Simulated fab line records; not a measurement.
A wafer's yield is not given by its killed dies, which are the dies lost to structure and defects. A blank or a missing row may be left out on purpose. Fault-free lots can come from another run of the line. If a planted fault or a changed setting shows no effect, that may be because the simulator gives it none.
A lot that was struck, set against a sound lot | flow sky130 | 17 steps out of a route of 708
Sound: wafers L785.1, L785.5, L785.6. Struck: wafer L796.1 (left out: L796.4, a lot-mate that was not struck); the cause follows at the end.
Each step with rows lists, per side, the tool, then ch with its chambers, then its first start. Under that, the readings that differ: sound wafers | struck wafers | difference of the means | sigmas: that difference in standard deviations of wafers without a fault.
alike: same words and numbers on both sides, and readings whose means sit less than 2 such deviations apart. not compared: any withheld reading, any reading some wafer has no value for, any bound like >300 that may hide the same value, and any number with overlapping values for which the record gives no deviation.
A row with sigmas, a row that says differs or no value, or rows on one side alone: a step with any of these is where the two part. When numbers do not overlap yet have no deviation, they are printed without sigmas and do not part them. Lack of a reading on every wafer of one side parts them only where that side has two or more wafers.

first, 3 steps without rows for these wafers: SKY_VIA1_EXPOSE_09 (exposes mask VIM, target cd 150 nm); SKY_VIA1_PEB_10; SKY_VIA1_DEVELOP_11 (develop time 60 s).
SKY_VIA1_CD_MEAS_12: target cd 150 nm.
  struck on cd_sem-01, day 39 09:15; sound on cd_sem-01, day 36 03:02
  alike: cd_nm
SKY_VIA1_OVL_MEAS_13:
  struck on overlay-02, day 39 09:22; sound on overlay-02, day 36 03:10
  alike: VIA1_OVL
SKY_VIA1_ETCH_14: etches BARC in N2/H2, stops on SiO2, time 45.9 s, target depth 60 nm.
  sound on rie_diel-04 ch 0,1,2, day 36 03:11; struck on rie_diel-02 ch 2, day 39 09:25
  reading                | sound                | struck | difference | sigmas
  throttle_valve_pct (%) | 13.216 13.219 13.216 | 13.239 | +0.022     | +2
  alike: chamber_pressure_mTorr, drypump_motor_current_A, h2_flow_sccm, oes_product_au, rf_fwd_power_W
  not compared: rf_hours_counter_h
SKY_VIA1_ETCH_15: etches SiO2 in C4F8/O2/Ar, stops on TiN, target depth 351 nm, time 54 s.
  sound on rie_diel-04 ch 0,1,2, day 36 03:14; struck on rie_diel-02 ch 2, day 39 09:27
  reading            | sound          | struck | difference | sigmas
  rf_fwd_power_W (W) | 1485 1483 1495 | 1470   | -18        | -3
  alike: chamber_pressure_mTorr, oes_product_au
  not compared: rf_hours_counter_h
SKY_VIA1_STRIP_16: strips in O2/N2.
  sound on plasma_asher-02 ch 0,1, day 36 03:17; struck on plasma_asher-01 ch 0, day 39 09:30
  alike: chamber_pressure_mTorr, drypump_motor_current_A, oes_product_au, strip_time_to_endpoint_s
  not compared: rf_hours_counter_h
then, 3 steps without rows for these wafers: SKY_VIA1_STRIP_17 (strips in post etch residue remover, time 1200 s); SKY_VIA1_CLEAN_18 (cleans in IPA, time 180 s); SKY_VIA1_CLEAN_19 (cleans in O3/DIW).
SKY_VIA1_SPUTTER_20: material TiN, target thk 20 nm, time 80 s.
  struck on pvd_sputter-01, day 39 10:07; sound on pvd_sputter-01, day 36 03:53
  alike: throttle_valve_pct
SKY_VIA1_CVD_21: deposits W, target thk 270 nm, time 80.902 s.
  sound on cvd_w-02 ch 0,1, day 36 03:57; struck on cvd_w-01 ch 1, day 39 10:11
  reading                            | sound             | struck | difference | sigmas
  heater_power_w (W)                 | 892 903 845       | 776    | -104       | -3
  model.W_of_VIA1_CVD_21.thk_nm (nm) | 266.9 264.9 272.3 | 250.8  | -17.2      |
SKY_VIA1_RS_MEAS_22: a four-point-probe measurement.
  struck on film_metro-02, day 39 10:16; sound on film_metro-03, day 36 04:02
  reading            | sound             | struck | difference | sigmas
  VIA1_W_RS (ohm/sq) | 0.431 0.435 0.422 | 0.460  | +0.031     | +7
SKY_VIA1_THK_MEAS_23: measures by xrf.
  struck on film_metro-02, day 39 10:23; sound on film_metro-03, day 36 04:10
  reading         | sound       | struck | difference | sigmas
  VIA1_W_THK (nm) | 267 265 273 | 255    | -13        | -4
SKY_VIA1_CMP_24: polishes, stops on SiO2, t overpolish 15 s, target thk 0 nm.
  sound on cmp-01 ch 0,1,3, day 36 04:22; struck on cmp-02 ch 3, day 39 10:27
  alike: edge_zone_pressure_frac, motor_current_A
SKY_PAD_OPEN_PROBE_99:
  the record holds rows for the sound wafers here (prober-01, day 47 13:14) but none for the struck ones

## WHERE THEY PART
First at SKY_VIA1_ETCH_14; last, within this record, at SKY_PAD_OPEN_PROBE_99.

WHY: what had been put in by the simulator
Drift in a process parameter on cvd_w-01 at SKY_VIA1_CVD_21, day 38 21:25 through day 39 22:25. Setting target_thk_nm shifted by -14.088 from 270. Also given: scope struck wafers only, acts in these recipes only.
